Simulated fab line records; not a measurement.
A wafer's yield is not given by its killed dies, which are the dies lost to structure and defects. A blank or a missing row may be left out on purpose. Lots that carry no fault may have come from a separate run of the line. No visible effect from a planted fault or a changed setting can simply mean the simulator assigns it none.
fab line records	flow gf180mcu
record: lots: 5	wafers: 27
route steps=602 shown STI@27 POLY_GATE@173 HV_LDD@221 M3@413 V3@451 TOP_METAL@569 PASSIVATION@599
start-h: the number of hours between the record's first day and the start of the first shown wafer of the lot	wait-h: hours elapsed since this lot's preceding step	" repeats the value in the row above	L1.1+2: several wafers, shown together as one row	- no value present, or no start provided	* or withheld: withheld	< > ~ a bound
route shown NAME@n: a module of which the file shows steps, and the number in the route of the first	usual: mean and standard deviation over wafers with no fault	same: alike in all rows	chamber/n: place in a boat	sites: readings site by site	_std_site: their standard deviation	_edge_site: the outer-site mean with the inner-site mean subtracted	radius-mm: for every site, how far away it sits from the centre of the wafer	mask NAME#n: copy n	behind: tool/chamber where the wafer was last shaped	hold: the reason the lot was held/the length of the hold in hours/how it ended	device: which transistor (n, p or np) failed to switch	end of line: at the end of the route, the tests of the same wafers	a step without rows: its recipe alone	killed: dies that structure and defects cost at the first sort, which is not the same as the wafer's yield	map: the dies of a wafer, with x for killed, . for not killed, _ for no die there
set.NAME: the run value of the setting; set.NAME@STEP: its run value at that earlier step	model.NAME: the simulator's own value behind a step, which no gauge read
lots with deliberately changed settings; one table per step, one row per wafer
== steps ==
step: GF_STI_WET_ETCH_26
recipe: chemistry: dHF	target-depth-nm: 94	target: SiO2	temp-c: 25	dilution: 10:1	time-s: 188
lot.wafer	tool	chamber	start-h	wait-h	set.time-s	model.SiO2_of_STI_CVD_23.thk-nm
L074.1	-	-	-	0.1	188	431.7
L074.2+5	"	-	"	"	188	433.4
L074.3	"	-	"	"	188	431.3
L074.4	"	-	"	"	188	432
L074.6	"	-	"	"	188	432.7
L077.1	-	-	-	0.2	121	467.4
L077.2	"	-	"	"	121	465.3
L077.3	"	-	"	"	121	464.3
L077.4	"	-	"	"	121	464.7
L077.5	"	-	"	"	121	465.2
L077.6	"	-	"	"	121	466.6
L080.1	-	-	-	0.2	98.85	475.7
L080.2	"	-	"	"	98.85	474.5
L080.3	"	-	"	"	98.85	474.7
L080.4	"	-	"	"	98.85	476.2
L080.5	"	-	"	"	98.85	475.5
L080.6	"	-	"	"	98.85	476.4
L082.1	-	-	-	0.2	228.8	410.2
L082.2	"	-	"	"	228.8	411.9
L082.3	"	-	"	"	228.8	411.2
L082.4	"	-	"	"	228.8	412.9
L082.5	"	-	"	"	228.8	412.8
L082.6	"	-	"	"	228.8	411.7
L084.2	wet-bench-01	2	80.04	0.1	188	431.1
L084.3	"	2	"	"	188	431
L084.4	"	2	"	"	188	430.5
step: GF_POLY_GATE_OXIDATION_16
recipe: temp-c: 850	ambient: O2	stabilise-s: 600	purge-s: 300	target-thk-a: 40	ox-time-s: 899
lot.wafer	tool	chamber	start-h	wait-h	set.ox-time-s	model.SiO2_of_POLY_GATE_OXIDATION_16.thk-nm
L074.1	-	-	-	1.2	899	3.951
L074.2	"	-	"	"	899	3.945
L074.3	"	-	"	"	899	3.95
L074.4	"	-	"	"	899	3.962
L074.5	"	-	"	"	899	3.972
L074.6	"	-	"	"	899	3.961
L077.1	-	-	-	0.4	1416	5.478
L077.2	"	-	"	"	1416	5.413
L077.3	"	-	"	"	1416	5.406
L077.4	"	-	"	"	1416	5.436
L077.5	"	-	"	"	1416	5.323
L077.6	"	-	"	"	1416	5.397
L080.1	-	-	-	1.2	899	4.166
L080.2	"	-	"	"	899	4.15
L080.3+6	"	-	"	"	899	4.139
L080.4	"	-	"	"	899	4.149
L080.5	"	-	"	"	899	4.163
L082.1	-	-	-	0.0	899	3.912
L082.2	"	-	"	"	899	4.022
L082.3	"	-	"	"	899	3.983
L082.4	"	-	"	"	899	3.96
L082.5	"	-	"	"	899	3.991
L082.6	"	-	"	"	899	4.005
L084.2	furnace-02	0	271.51	0.2	899	4.1
L084.3	"	0	"	"	899	4.085
L084.4	"	0	"	"	899	4.061
step: GF_POLY_GATE_THK_MEAS_17
recipe: reads: SiO2_of_POLY_GATE_OXIDATION_16
usual: POLY_GATE_OXIDATION_THK: 4.01/0.089
lot.wafer	tool	chamber	start-h	wait-h	set.ox-time-s@POLY_GATE_OXIDATION_16	POLY_GATE_OXIDATION_THK[nm]
L074.1	film-metro-04	-	-	-	899	3.94
L074.2	"	-	"	"	899	3.93
L074.3	"	-	"	"	899	3.99
L074.4	"	-	"	"	899	3.94
L074.5	"	-	"	"	899	3.94
L074.6	"	-	"	"	899	3.98
L077.1	film-metro-01	-	-	-	1416	5.42
L077.2	"	-	"	"	1416	5.41
L077.3	"	-	"	"	1416	5.37
L077.4	"	-	"	"	1416	5.44
L077.5	"	-	"	"	1416	5.38
L077.6	"	-	"	"	1416	5.39
L080.1	film-metro-04	-	-	-	899	4.18
L080.2	"	-	"	"	899	4.12
L080.3	"	-	"	"	899	4.12
L080.4	"	-	"	"	899	4.11
L080.5	"	-	"	"	899	4.14
L080.6	"	-	"	"	899	4.10
L082.1	film-metro-03	-	-	-	899	3.87
L082.2	"	-	"	"	899	4.05
L082.3	"	-	"	"	899	3.94
L082.4	"	-	"	"	899	3.99
L082.5	"	-	"	"	899	4.01
L082.6	"	-	"	"	899	3.97
L084.2	film-metro-04	-	272.77	0.0	899	4.05
L084.3	"	-	"	"	899	4.05
L084.4	"	-	"	"	899	4.04
step: GF_HV_LDD_DEVELOP_45
recipe: develop-time-s: 60	dev-temp-c: 23
lot.wafer	tool	chamber	start-h	wait-h	set.develop-time-s
L074.1+4+5	litho-track-03	0	272.34	0.1	47.33
L074.2+3+6	"	0	"	"	60
L077.1+4+5	litho-track-04	0	294.92	0.1	60
L077.2+3+6	"	0	"	"	79.02
L080.1+4+6	litho-track-02	0	321.10	0.1	71.96
L080.2+3+5	"	0	"	"	60
L082.1+3+5	litho-track-02	0	331.85	0.1	60
L082.2+4+6	"	0	"	"	45.68
L084.2+3+4	litho-track-04	0	357.95	0.1	60
step: GF_HV_LDD_CD_MEAS_46
recipe: target-cd-nm: 400
usual: cd-nm: 400.0/2.4
lot.wafer	tool	chamber	start-h	wait-h	set.develop-time-s@HV_LDD_DEVELOP_45	cd-nm
L074.1	cd-sem-01	-	272.49	0.1	47.33	380.3
L074.2	"	-	"	"	60	402.3
L074.3	"	-	"	"	60	400.6
L074.4	"	-	"	"	47.33	379.8
L074.5	"	-	"	"	47.33	379.5
L074.6	"	-	"	"	60	399.2
L077.1	cd-sem-01	-	295.07	0.1	60	399.6
L077.2	"	-	"	"	79.02	425.8
L077.3	"	-	"	"	79.02	425.0
L077.4	"	-	"	"	60	398.5
L077.5	"	-	"	"	60	398.2
L077.6	"	-	"	"	79.02	424.4
L080.1	cd-sem-02	-	321.25	0.1	71.96	418.9
L080.2	"	-	"	"	60	402.7
L080.3	"	-	"	"	60	405.1
L080.4	"	-	"	"	71.96	418.8
L080.5	"	-	"	"	60	400.1
L080.6	"	-	"	"	71.96	418.5
L082.1	cd-sem-02	-	332.00	0.1	60	399.6
L082.2	"	-	"	"	45.68	372.7
L082.3	"	-	"	"	60	398.2
L082.4	"	-	"	"	45.68	372.9
L082.5	"	-	"	"	60	398.6
L082.6	"	-	"	"	45.68	368.5
L084.2	cd-sem-01	-	358.09	0.1	60	402.5
L084.3	"	-	"	"	60	401.2
L084.4	"	-	"	"	60	399.3
step: GF_M3_SPUTTER_04
recipe: material: TiN	target-thk-nm: 50	power-w: 6500	time-s: 41.7	chamber-pressure-pa: 0.4
lot.wafer	tool	chamber	start-h	wait-h	set.time-s	model.TiN_of_M3_SPUTTER_04.thk-nm
L074.1	pvd-sputter-01	-	462.05	0.0	41.7	49.99
L074.2	"	-	"	"	41.7	50.28
L074.3	"	-	"	"	49.11	59.03
L074.4	"	-	"	"	49.11	59.17
L074.5	"	-	"	"	41.7	50.67
L074.6	"	-	"	"	49.11	58.88
L077.1	pvd-sputter-02	-	491.88	0.0	50.75	61.43
L077.2	"	-	"	"	41.7	50.22
L077.3	"	-	"	"	50.75	60.3
L077.4	"	-	"	"	41.7	50.38
L077.5	"	-	"	"	41.7	50.47
L077.6	"	-	"	"	50.75	61.34
L080.1	pvd-sputter-04	-	520.72	0.0	41.7	49.79
L080.2	"	-	"	"	41.7	49.58
L080.3	"	-	"	"	41.7	50
L080.4+5	"	-	"	"	41.7	49.71
L080.6	"	-	"	"	41.7	49.74
L082.1	pvd-sputter-04	-	531.06	0.0	59.78	73.09
L082.2	"	-	"	"	41.7	50.79
L082.3	"	-	"	"	59.78	72.7
L082.4	"	-	"	"	59.78	72.68
L082.5	"	-	"	"	41.7	51.19
L082.6	"	-	"	"	41.7	51.05
L084.2	pvd-sputter-04	-	558.14	0.0	41.7	50.42
L084.3	"	-	"	"	41.7	50.22
L084.4	"	-	"	"	41.7	50.44
step: GF_M3_THK_MEAS_06
recipe: thk-meas-gauge: xrf	reads: AlCu_of_M3_SPUTTER_02
usual: M3_ALCU_THK: 448/4.4
lot.wafer	tool	chamber	start-h	wait-h	set.time-s@M3_SPUTTER_04	M3_ALCU_THK[nm]
L074.1	film-metro-03	-	462.21	0.1	41.7	450
L074.2	"	-	"	"	41.7	447
L074.3	"	-	"	"	49.11	446
L074.4	"	-	"	"	49.11	442
L074.5	"	-	"	"	41.7	450
L074.6	"	-	"	"	49.11	439
L077.1	film-metro-02	-	492.04	0.1	50.75	429
L077.2	"	-	"	"	41.7	442
L077.3	"	-	"	"	50.75	437
L077.4	"	-	"	"	41.7	445
L077.5	"	-	"	"	41.7	441
L077.6	"	-	"	"	50.75	429
L080.1	film-metro-04	-	520.89	0.1	41.7	452
L080.2	"	-	"	"	41.7	453
L080.3	"	-	"	"	41.7	455
L080.4	"	-	"	"	41.7	449
L080.5	"	-	"	"	41.7	453
L080.6	"	-	"	"	41.7	451
L082.1	film-metro-03	-	531.22	0.1	59.78	426
L082.2	"	-	"	"	41.7	446
L082.3	"	-	"	"	59.78	426
L082.4	"	-	"	"	59.78	429
L082.5	"	-	"	"	41.7	447
L082.6	"	-	"	"	41.7	444
L084.2	film-metro-04	-	558.31	0.1	41.7	453
L084.3	"	-	"	"	41.7	455
L084.4	"	-	"	"	41.7	451
step: GF_V3_SPUTTER_22
recipe: material: TiN	target-thk-nm: 10	chamber-pressure-pa: 5	power-w: 4000	time-s: 40
lot.wafer	tool	chamber	start-h	wait-h	set.time-s	model.TiN_of_V3_SPUTTER_22.thk-nm
L074.1	pvd-sputter-03	-	511.62	0.0	40	9.796
L074.2	"	-	"	"	40	9.926
L074.3	"	-	"	"	40	9.929
L074.4	"	-	"	"	52.36	13.02
L074.5	"	-	"	"	52.36	13.01
L074.6	"	-	"	"	52.36	13.11
L077.1	pvd-sputter-03	-	540.41	0.0	56.37	14.35
L077.2	"	-	"	"	40	10.21
L077.3	"	-	"	"	40	10.19
L077.4	"	-	"	"	56.37	14.22
L077.5	"	-	"	"	40	10.04
L077.6	"	-	"	"	56.37	14.26
L080.1	pvd-sputter-02	-	568.16	0.0	40	10.14
L080.2	"	-	"	"	40	10.06
L080.3	"	-	"	"	40	10.07
L080.4	"	-	"	"	32.66	8.027
L080.5	"	-	"	"	32.66	8.035
L080.6	"	-	"	"	32.66	8.277
L082.1	pvd-sputter-04	-	577.84	0.0	40	10.15
L082.2	"	-	"	"	51.57	12.99
L082.3	"	-	"	"	51.57	13.07
L082.4	"	-	"	"	51.57	12.88
L082.5	"	-	"	"	40	10.07
L082.6	"	-	"	"	40	10.14
L084.2	pvd-sputter-02	-	603.20	0.0	40	9.968
L084.3	"	-	"	"	40	10.17
L084.4	"	-	"	"	40	10.03
step: GF_TOP_METAL_SPUTTER_02
recipe: material: AlCu	target-thk-nm: 900	power-w: 10600	chamber-pressure-pa: 0.3	substrate-temp-c: 250	gas: Ar	time-s: 47.82
lot.wafer	tool	chamber	start-h	wait-h	set.time-s	model.AlCu_of_TOP_METAL_SPUTTER_02.thk-nm
L074.1	pvd-sputter-04	-	626.88	0.0	69.08	1307
L074.2	"	-	"	"	69.08	1301
L074.3	"	-	"	"	47.82	895.1
L074.4	"	-	"	"	69.08	1303
L074.5	"	-	"	"	47.82	904.9
L074.6	"	-	"	"	47.82	911.5
L077.1	pvd-sputter-01	-	652.84	0.0	39.03	748.5
L077.2	"	-	"	"	39.03	741.5
L077.3	"	-	"	"	39.03	742
L077.4	"	-	"	"	47.82	904.4
L077.5	"	-	"	"	47.82	907.2
L077.6	"	-	"	"	47.82	913.4
L080.1	pvd-sputter-01	-	678.93	0.0	28.63	539.8
L080.2	"	-	"	"	47.82	897.9
L080.3	"	-	"	"	47.82	898.5
L080.4	"	-	"	"	47.82	909.5
L080.5	"	-	"	"	28.63	546
L080.6	"	-	"	"	28.63	537.8
L082.1	pvd-sputter-03	-	685.75	0.0	70.88	1341
L082.2	"	-	"	"	47.82	908.5
L082.3	"	-	"	"	70.88	1350
L082.4	"	-	"	"	47.82	904.8
L082.5	"	-	"	"	70.88	1348
L082.6	"	-	"	"	47.82	909.1
L084.2	pvd-sputter-01	-	708.50	0.0	47.82	882.3
L084.3	"	-	"	"	47.82	888.8
L084.4	"	-	"	"	47.82	887.7
step: GF_TOP_METAL_SPUTTER_03
recipe: material: Ti	target-thk-nm: 5	substrate-temp-c: 300	chamber-pressure-pa: 0.3	power-w: 3000	time-s: 3.3
step: GF_TOP_METAL_SPUTTER_04
recipe: material: TiN	target-thk-nm: 25	power-w: 6500	time-s: 20.8	chamber-pressure-pa: 0.4
step: GF_TOP_METAL_RS_MEAS_05
recipe: thk-meas-gauge: four-point-probe	reads: TiN_of_TOP_METAL_SPUTTER_04+Ti_of_TOP_METAL_SPUTTER_03+AlCu_of_TOP_METAL_SPUTTER_02+TiN_of_TOP_METAL_SPUTTER_01+Ti_of_TOP_METAL_SPUTTER_00
usual: TOP_METAL_ALCU_RS: 0.0328/0.00033
lot.wafer	tool	chamber	start-h	wait-h	set.time-s@TOP_METAL_SPUTTER_02	TOP_METAL_ALCU_RS[ohm/sq]
L074.1	film-metro-04	-	626.97	0.0	69.08	0.0224
L074.2	"	-	"	"	69.08	0.0225
L074.3	"	-	"	"	47.82	0.0329
L074.4	"	-	"	"	69.08	0.0225
L074.5	"	-	"	"	47.82	0.0325
L074.6	"	-	"	"	47.82	0.0322
L077.1	film-metro-01	-	652.93	0.0	39.03	0.0394
L077.2	"	-	"	"	39.03	0.0398
L077.3	"	-	"	"	39.03	0.0397
L077.4	"	-	"	"	47.82	0.0326
L077.5	"	-	"	"	47.82	0.0325
L077.6	"	-	"	"	47.82	0.0323
L080.1	film-metro-04	-	679.02	0.0	28.63	0.0549
L080.2	"	-	"	"	47.82	0.0328
L080.3	"	-	"	"	47.82	0.0327
L080.4	"	-	"	"	47.82	0.0323
L080.5	"	-	"	"	28.63	0.0542
L080.6	"	-	"	"	28.63	0.0551
L082.1	film-metro-01	-	685.84	0.0	70.88	0.0219
L082.2	"	-	"	"	47.82	0.0325
L082.3	"	-	"	"	70.88	0.0218
L082.4	"	-	"	"	47.82	0.0325
L082.5	"	-	"	"	70.88	0.0218
L082.6	"	-	"	"	47.82	0.0324
L084.2	film-metro-04	-	708.61	0.0	47.82	0.0334
L084.3	"	-	"	"	47.82	0.0331
L084.4	"	-	"	"	47.82	0.0332
step: GF_TOP_METAL_THK_MEAS_06
recipe: thk-meas-gauge: xrf	reads: AlCu_of_TOP_METAL_SPUTTER_02
usual: TOP_METAL_ALCU_THK: 896/11
lot.wafer	tool	chamber	start-h	wait-h	set.time-s@TOP_METAL_SPUTTER_02	TOP_METAL_ALCU_THK[nm]
L074.1	film-metro-04	-	627.09	0.1	69.08	1301
L074.2	"	-	"	"	69.08	1305
L074.3	"	-	"	"	47.82	900
L074.4	"	-	"	"	69.08	1302
L074.5	"	-	"	"	47.82	899
L074.6	"	-	"	"	47.82	911
L077.1	film-metro-01	-	653.05	0.1	39.03	739
L077.2	"	-	"	"	39.03	738
L077.3	"	-	"	"	39.03	734
L077.4	"	-	"	"	47.82	895
L077.5	"	-	"	"	47.82	896
L077.6	"	-	"	"	47.82	902
L080.1	film-metro-04	-	679.14	0.1	28.63	541
L080.2	"	-	"	"	47.82	895
L080.3	"	-	"	"	47.82	900
L080.4	"	-	"	"	47.82	909
L080.5	"	-	"	"	28.63	548
L080.6	"	-	"	"	28.63	537
L082.1	film-metro-01	-	685.96	0.1	70.88	1343
L082.2	"	-	"	"	47.82	906
L082.3	"	-	"	"	70.88	1344
L082.4	"	-	"	"	47.82	901
L082.5	"	-	"	"	70.88	1346
L082.6	"	-	"	"	47.82	906
L084.2	film-metro-04	-	708.72	0.1	47.82	883
L084.3	"	-	"	"	47.82	895
L084.4	"	-	"	"	47.82	892
step: GF_TOP_METAL_DEHYDRATE_07
recipe: temp-c: 200	time-s: 60
step: GF_TOP_METAL_HMDS_08
recipe: prime-time-s: 60	prime-temp-c: 120
step: GF_TOP_METAL_METAL_ETCH_16
recipe: chemistry: Cl2/BCl3	mask-material: NOVOLAK	target-depth-nm: 1077.5	stop-on: SiO2	pressure-mtorr: 8	icp-w: 800	bias-w: 140	Cl2_flow_sccm: 80	bcl3-flow-sccm: 40	time-s: 179.6
usual: oes-product-au: 0.965/0.0062
lot.wafer	tool	chamber	start-h	wait-h	set.time-s@TOP_METAL_SPUTTER_02	oes-product-au
L074.1	rie-metal-04	0	647.02	0.0	69.08	0.997
L074.2	"	1	"	"	69.08	0.990
L074.3	"	1	"	"	47.82	0.959
L074.4	"	0	"	"	69.08	0.992
L074.5	"	1	"	"	47.82	0.962
L074.6	"	0	"	"	47.82	0.976
L077.1	rie-metal-01	0	671.90	0.0	39.03	0.878
L077.2	"	1	"	"	39.03	0.876
L077.3	"	0	"	"	39.03	0.872
L077.4	"	1	"	"	47.82	0.974
L077.5	"	0	"	"	47.82	0.971
L077.6	"	1	"	"	47.82	0.975
L080.1	rie-metal-01	0	697.99	0.0	28.63	0.760
L080.2	"	1	"	"	47.82	0.963
L080.3	"	1	"	"	47.82	0.967
L080.4	"	0	"	"	47.82	0.975
L080.5	"	1	"	"	28.63	0.765
L080.6	"	0	"	"	28.63	0.762
L082.1	rie-metal-01	0	704.37	0.0	70.88	0.987
L082.2	"	1	"	"	47.82	0.975
L082.3	"	0	"	"	70.88	0.992
L082.4	"	1	"	"	47.82	0.973
L082.5	"	1	"	"	70.88	0.994
L082.6	"	0	"	"	47.82	0.974
L084.2	rie-metal-01	0	726.52	0.0	47.82	0.960
L084.3	"	1	"	"	47.82	0.958
L084.4	"	0	"	"	47.82	0.964
step: GF_TOP_METAL_STRIP_17
recipe: chemistry: O2/N2	power-w: 1400	pressure-mtorr: 1500	platen-temp-c: 250	o2-flow-sccm: 3000	n2-flow-sccm: 300	overash-fraction: 0.5
step: GF_TOP_METAL_STRIP_18
recipe: chemistry: post-etch-residue-remover	time-s: 1200	temp-c: 72.5
step: GF_PASSIVATION_STRIP_12
recipe: chemistry: O2/N2	power-w: 1400	pressure-mtorr: 1500	platen-temp-c: 250	o2-flow-sccm: 3000	n2-flow-sccm: 300	overash-fraction: 0.5
step: GF_PASSIVATION_ANNEAL_13
recipe: temp-c: 400	time-s: 1800	ambient: N2/H2	idle-temp-c: 300	ramp-up-c-per-min: 10	ramp-down-c-per-min: 3
step: GF_PASSIVATION_BOW_MEAS_14
recipe: mode: bow
usual: PASSIVATION_BOW: 138/10
lot.wafer	tool	chamber	start-h	wait-h	set.time-s@TOP_METAL_SPUTTER_02	PASSIVATION_BOW[um]
L074.1	film-metro-02	-	670.16	0.0	69.08	126
L074.2	"	-	"	"	69.08	126
L074.3	"	-	"	"	47.82	142
L074.4	"	-	"	"	69.08	109
L074.5	"	-	"	"	47.82	145
L074.6	"	-	"	"	47.82	150
L077.1	film-metro-02	-	693.84	0.0	39.03	141
L077.2	"	-	"	"	39.03	143
L077.3	"	-	"	"	39.03	144
L077.4	"	-	"	"	47.82	116
L077.5	"	-	"	"	47.82	126
L077.6	"	-	"	"	47.82	117
L080.1	film-metro-02	-	719.42	0.0	28.63	149
L080.2	"	-	"	"	47.82	125
L080.3	"	-	"	"	47.82	142
L080.4	"	-	"	"	47.82	132
L080.5	"	-	"	"	28.63	150
L080.6	"	-	"	"	28.63	149
L082.1	film-metro-02	-	724.99	0.0	70.88	121
L082.2	"	-	"	"	47.82	142
L082.3	"	-	"	"	70.88	119
L082.4	"	-	"	"	47.82	155
L082.5	"	-	"	"	70.88	124
L082.6	"	-	"	"	47.82	146
L084.2	film-metro-03	-	746.71	0.0	47.82	138
L084.3	"	-	"	"	47.82	143
L084.4	"	-	"	"	47.82	150
== key ==
split: step: GF_STI_WET_ETCH_26	setting: time-s	stated: 188	by: lot
response: step: GF_STI_WET_ETCH_26	reading: model.SiO2_of_STI_CVD_23.thk-nm	change: -0.928	per: 1%	r: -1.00
split: step: GF_POLY_GATE_OXIDATION_16	setting: ox-time-s	stated: 899	by: lot
response: step: GF_POLY_GATE_OXIDATION_16	reading: model.SiO2_of_POLY_GATE_OXIDATION_16.thk-nm	change: +0.0239	per: 1%	r: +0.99
response: step: GF_POLY_GATE_THK_MEAS_17	reading: POLY_GATE_OXIDATION_THK	change: +0.024	per: 1%	r: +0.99
split: step: GF_HV_LDD_DEVELOP_45	setting: develop-time-s	stated: 60	by: wafer
response: step: GF_HV_LDD_CD_MEAS_46	reading: cd-nm	change: +0.93	per: 1%	r: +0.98
split: step: GF_M3_SPUTTER_04	setting: time-s	stated: 41.7	by: wafer
response: step: GF_M3_SPUTTER_04	reading: model.TiN_of_M3_SPUTTER_04.thk-nm	change: +0.5	per: 1%	r: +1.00
response: step: GF_M3_THK_MEAS_06	reading: M3_ALCU_THK	change: -0.433	per: 1%	r: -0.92
split: step: GF_V3_SPUTTER_22	setting: time-s	stated: 40	by: wafer
response: step: GF_V3_SPUTTER_22	reading: model.TiN_of_V3_SPUTTER_22.thk-nm	change: +0.101	per: 1%	r: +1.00
split: step: GF_TOP_METAL_SPUTTER_02	setting: time-s	stated: 47.82	by: wafer
response: step: GF_TOP_METAL_SPUTTER_02	reading: model.AlCu_of_TOP_METAL_SPUTTER_02.thk-nm	change: +9.03	per: 1%	r: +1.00
response: step: GF_TOP_METAL_RS_MEAS_05	reading: TOP_METAL_ALCU_RS	shape: bent	at-lowest: 0.0548	at-stated: 0.0327	at-highest: 0.0218
response: step: GF_TOP_METAL_THK_MEAS_06	reading: TOP_METAL_ALCU_THK	change: +9.01	per: 1%	r: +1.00
response: step: GF_TOP_METAL_METAL_ETCH_16	reading: oes-product-au	shape: bent	at-lowest: 0.762	at-stated: 0.968	at-highest: 0.991
response: step: GF_PASSIVATION_BOW_MEAS_14	reading: PASSIVATION_BOW	change: -0.554	per: 1%	r: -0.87
